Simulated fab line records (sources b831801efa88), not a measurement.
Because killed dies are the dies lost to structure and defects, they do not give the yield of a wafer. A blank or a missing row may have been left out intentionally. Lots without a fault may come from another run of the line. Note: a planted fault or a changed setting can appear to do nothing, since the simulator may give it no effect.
What tool caused it? ; flow gf180mcu ; Sampling: 13 lots, 39 wafers, 4 of 602 route steps

## WHAT THE GAUGES SHOWED, per wafer
GF_TOP_METAL_CD_MEAS_14: target cd 440 nm. Usual: cd nm reads 440.0 nm (standard deviation 2.3).
lot;measured;on;cd nm (nm);flag
L487;day 28 02:04;cd sem-01;441.3 441.3 442.7;
L488;day 31 04:12;cd sem-02;438.1 441.3 443.0;
L490;day 28 20:31;cd sem-02;440.4 438.0 439.2;
L491;day 28 21:06;cd sem-02;439.1 438.0 439.5;
L492;day 29 09:36;cd sem-02;434.7 438.1 435.2;
L493;day 29 20:20;cd sem-02;439.5 439.1 439.7;
L494;day 30 08:22;cd sem-01;439.6 440.4 442.2;
L496;day 30 22:24;cd sem-01;442.8 441.4 442.8;
L497;day 31 06:06;cd sem-01;439.8 439.0 439.6;
L500;day 32 09:21;cd sem-01;440.5 442.1 440.3;
L507;day 33 15:39;cd sem-01;439.4 444.7 442.2;
L508;day 33 17:05;cd sem-01;436.9 436.3 437.4;
L510;day 34 11:11;cd sem-01;440.8 439.9 439.9;

GF_PASSIVATION_THK_MEAS_01. Usual: PASSIVATION_CVD_00_THK typically reads 996 nm, with standard deviation 14.
lot;measured;on;PASSIVATION_CVD_00_THK (nm);flag
L487;day 28 03:23;film metro-02;1005 1000 1001;
L488;day 31 05:10;film metro-03;996 995 1005;
L490;day 28 21:29;film metro-01;992 985 1005;
L491;day 28 22:13;film metro-02;992 1001 1001;
L492;day 29 10:34;film metro-01;978 989 1023;
L493;day 29 21:28;film metro-01;994 1008 994;
L494;day 30 09:20;film metro-02;966 988 991;
L496;day 30 23:20;film metro-02;986 969 998;
L497;day 31 07:16;film metro-03;978 989 1000;
L500;day 32 10:17;film metro-01;985 1000 1014;
L507;day 33 16:35;film metro-03;977 996 1012;
L508;day 33 18:02;film metro-03;996 980 1003;
L510;day 34 12:08;film metro-03;966 981 983;

## TOOL THAT RAN EACH LOT (tool first, then ch and the chambers of the sampled wafers, then the start)
lot;GF_V1_CVD_23;GF_V5_ETCH_17
L487;cvd w-01 ch 0,1, day 18 06:50;rie diel-04 ch 0,3, day 28 02:04 or earlier
L488;cvd w-01 ch 0,1, day 18 11:29;rie diel-03 ch 1,2, day 31 04:12 or earlier
L490;cvd w-01 ch 0,1, day 19 02:37;rie diel-01 ch 1,2,3, day 28 20:31 or earlier
L491;cvd w-01 ch 0,1, day 19 05:29;rie diel-04 ch 0,3, day 28 21:06 or earlier
L492;cvd w-02 ch 0,1, day 19 22:25;rie diel-01 ch 0,2,3, day 29 09:36 or earlier
L493;cvd w-01 ch 0,1, day 20 10:33;rie diel-01 ch 0,3, day 29 20:20 or earlier
L494;cvd w-01 ch 0, day 21 01:11;rie diel-03 ch 0,1,3, day 30 08:22 or earlier
L496;cvd w-01 ch 0,1, day 21 18:34;rie diel-03 ch 0,1,3, day 30 22:24 or earlier
L497;cvd w-01 ch 0,1, day 22 04:49;rie diel-04 ch 0,1,2, day 31 06:06 or earlier
L500;cvd w-02 ch 0,1, day 23 16:10;rie diel-01 ch 0,1,2, day 32 09:21 or earlier
L507;cvd w-01 ch 0,1, day 25 10:13;rie diel-04 ch 0,2,3, day 33 15:39 or earlier
L508;cvd w-01 ch 0,1, day 25 10:38;rie diel-03 ch 0,1,3, day 33 17:05 or earlier
L510;cvd w-01 ch 0,1, day 26 10:26;rie diel-03 ch 0,1,3, day 34 11:11 or earlier
- GF_V1_CVD_23: deposits W, target thk 350 nm, time 105.05 s.
- GF_V5_ETCH_17: etches SiO2 in C4F8/O2/Ar, stops on TiN, target depth 855 nm.

## AS READ BY THE TOOLS THEMSELVES (means over the sampled wafers that have a number; for cases with no such wafer, the mark the record gives instead)
GF_V1_CVD_23. Usual: chamber pressure Torr 40.00 Torr, standard deviation 0.086; heater power w 798 W, standard deviation 88.
lot;tool;chamber pressure Torr (Torr);heater power w (W);flag
L487;cvd w-01;40.06;752;
L488;cvd w-01;39.92;757;
L490;cvd w-01;40.05;724;
L491;cvd w-01;40.06;759;
L492;cvd w-02;40.04;883;
L493;cvd w-01;40.05;762;
L494;cvd w-01;40.01;675;
L496;cvd w-01;40.10;724;
L497;cvd w-01;39.97;764;
L500;cvd w-02;40.00;904;
L507;cvd w-01;39.97;767;
L508;cvd w-01;39.89;773;
L510;cvd w-01;40.04;772;

GF_V5_ETCH_17. Usual: bias w 1200 W, standard deviation 3.5; chamber pressure mTorr 40.00 mTorr, standard deviation 0.038; oes product au 0.859 a.u., standard deviation 0.0047.
lot;tool;bias w (W);chamber pressure mTorr (mTorr);oes product au (a.u.);flag
L487;rie diel-04;1202;40.00;0.862;
L488;rie diel-03;1196;40.01;0.858;
L490;rie diel-01;1202;39.99;0.856;
L491;rie diel-04;1198;40.00;0.862;
L492;rie diel-01;1200;40.03;0.856;
L493;rie diel-01;1197;40.01;0.860;
L494;rie diel-03;1198;39.99;0.863;
L496;rie diel-03;1202;40.01;0.864;
L497;rie diel-04;1200;39.98;0.856;
L500;rie diel-01;1205;40.01;0.862;
L507;rie diel-04;1203;40.03;0.857;
L508;rie diel-03;1203;39.98;0.859;
L510;rie diel-03;1201;39.97;0.857;

## THE ANSWER, worked out from the rows above alone
Rule: take the mean of a lot's wafers that have a number; if it is more than 3 standard deviations from the usual mean, the lot is off. A lot without any number at a reading at which 4 lots or more have one is off too. Where the step has rows for the other lots, those lots are counted as sound. The gauges are gone through in route order, then the tools' own readings, and for those a lot's mean is taken as printed above. The first step at which some lot is off is used, and at that step the reading that is off furthest; a lot without a number counts as furthest.
None of the lots is off at any reading shown; this tells nothing.

## WHAT HAD BEEN PUT IN BY THE SIMULATOR
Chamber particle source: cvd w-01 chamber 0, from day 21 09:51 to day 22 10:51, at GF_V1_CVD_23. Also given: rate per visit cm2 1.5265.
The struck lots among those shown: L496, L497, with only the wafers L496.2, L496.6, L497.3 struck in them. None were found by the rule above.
